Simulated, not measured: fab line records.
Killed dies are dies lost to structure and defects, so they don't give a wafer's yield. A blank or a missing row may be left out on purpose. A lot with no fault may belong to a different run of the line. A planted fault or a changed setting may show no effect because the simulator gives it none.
Which tool is to blame? | flow sky130 | 10 lots with 28 wafers sampled at 4 steps, on a route of 708 steps

WHAT THE GAUGES SHOWED, per wafer
SKY_CAPM_RS_MEAS_03: measures by four-point-probe.
lot  | measured     | on            | CAPM_TIN_RS (ohm/sq)
L199 | day 37 21:01 | film-metro-03 | 6.83 6.95 6.96
L200 | day 38 10:06 | film-metro-01 | 6.84 6.83 6.93
L206 | day 40 00:37 | film-metro-01 | 23.48 6.87 6.83
L208 | day 40 20:59 | film-metro-01 | 23.56 22.57
L210 | day 41 13:55 | film-metro-03 | 6.77 22.25
L213 | day 42 14:26 | film-metro-03 | 6.95 6.91 6.92
L215 | day 42 23:03 | film-metro-01 | 7.10 7.16 7.10
L219 | day 43 16:50 | film-metro-01 | 6.89 6.94 7.04
L220 | day 43 22:02 | film-metro-04 | 7.14 7.03 7.10
L221 | day 44 00:53 | film-metro-04 | 6.97 6.88 6.92

EACH LOT AND THE TOOL THAT RAN IT (in order: tool; ch and the chambers of the sampled wafers; start)
lot  | SKY_CONTACT_SPUTTER_23       | SKY_VIA2_SPUTTER_20          | SKY_CAPM_SPUTTER_02
L199 | pvd-sputter-03, day 33 03:23 | pvd-sputter-01, day 37 20:00 | pvd-sputter-02, day 37 20:55
L200 | pvd-sputter-01, day 33 14:36 | pvd-sputter-03, day 38 09:05 | pvd-sputter-02, day 38 09:59
L206 | pvd-sputter-02, day 35 08:02 | pvd-sputter-01, day 39 23:36 | pvd-sputter-02, day 40 00:31
L208 | pvd-sputter-03, day 36 06:08 | pvd-sputter-01, day 40 19:57 | pvd-sputter-02, day 40 20:52
L210 | pvd-sputter-01, day 37 01:05 | pvd-sputter-03, day 41 12:52 | pvd-sputter-02, day 41 13:47
L213 | pvd-sputter-02, day 38 03:10 | pvd-sputter-02, day 42 13:24 | pvd-sputter-04, day 42 14:19
L215 | pvd-sputter-01, day 38 11:20 | pvd-sputter-01, day 42 21:58 | pvd-sputter-04, day 42 22:55
L219 | pvd-sputter-03, day 39 07:29 | pvd-sputter-01, day 43 15:49 | pvd-sputter-02, day 43 16:43
L220 | pvd-sputter-01, day 39 14:15 | pvd-sputter-02, day 43 20:58 | pvd-sputter-04, day 43 21:53
L221 | pvd-sputter-02, day 39 16:32 | pvd-sputter-01, day 43 23:52 | pvd-sputter-02, day 44 00:47
- SKY_CONTACT_SPUTTER_23: material TiN, target thk 20 nm, time 80 s.
- SKY_VIA2_SPUTTER_20: material TiN, target thk 20 nm, time 80 s.
- SKY_CAPM_SPUTTER_02: material TiN, target thk 200 nm, time 166.7 s.

THE ANSWER, worked out from the rows above alone
Rule: usual is defined by the lots themselves. The widest of any qualifying gaps counts: lots, ordered by their means at a reading, are off when they make up no more than a third of the lots, leave a main group of 4 or more, and stand apart from it by 3 or more times the standard deviation of that group's means. A main group whose means are all the same, to the digits that the tables above print for the reading, isn't used. A lot without any number at a reading at which 4 lots or more have one is off too. Where the step has rows for the other lots, those lots are counted as sound.
Off: L206, L208, L210, at SKY_CAPM_RS_MEAS_03 (CAPM_TIN_RS). The main group has a mean of 6.97 ohm/sq with a standard deviation of 0.089.
If a tool, at a process step before that reading, ran all the lots that are off and no sound lot after the first of them, it fits. Those tools and the gauges at SKY_CAPM_RS_MEAS_03 are tried in the same way. No candidate that was tried fits.

WHAT HAD BEEN PUT IN BY THE SIMULATOR
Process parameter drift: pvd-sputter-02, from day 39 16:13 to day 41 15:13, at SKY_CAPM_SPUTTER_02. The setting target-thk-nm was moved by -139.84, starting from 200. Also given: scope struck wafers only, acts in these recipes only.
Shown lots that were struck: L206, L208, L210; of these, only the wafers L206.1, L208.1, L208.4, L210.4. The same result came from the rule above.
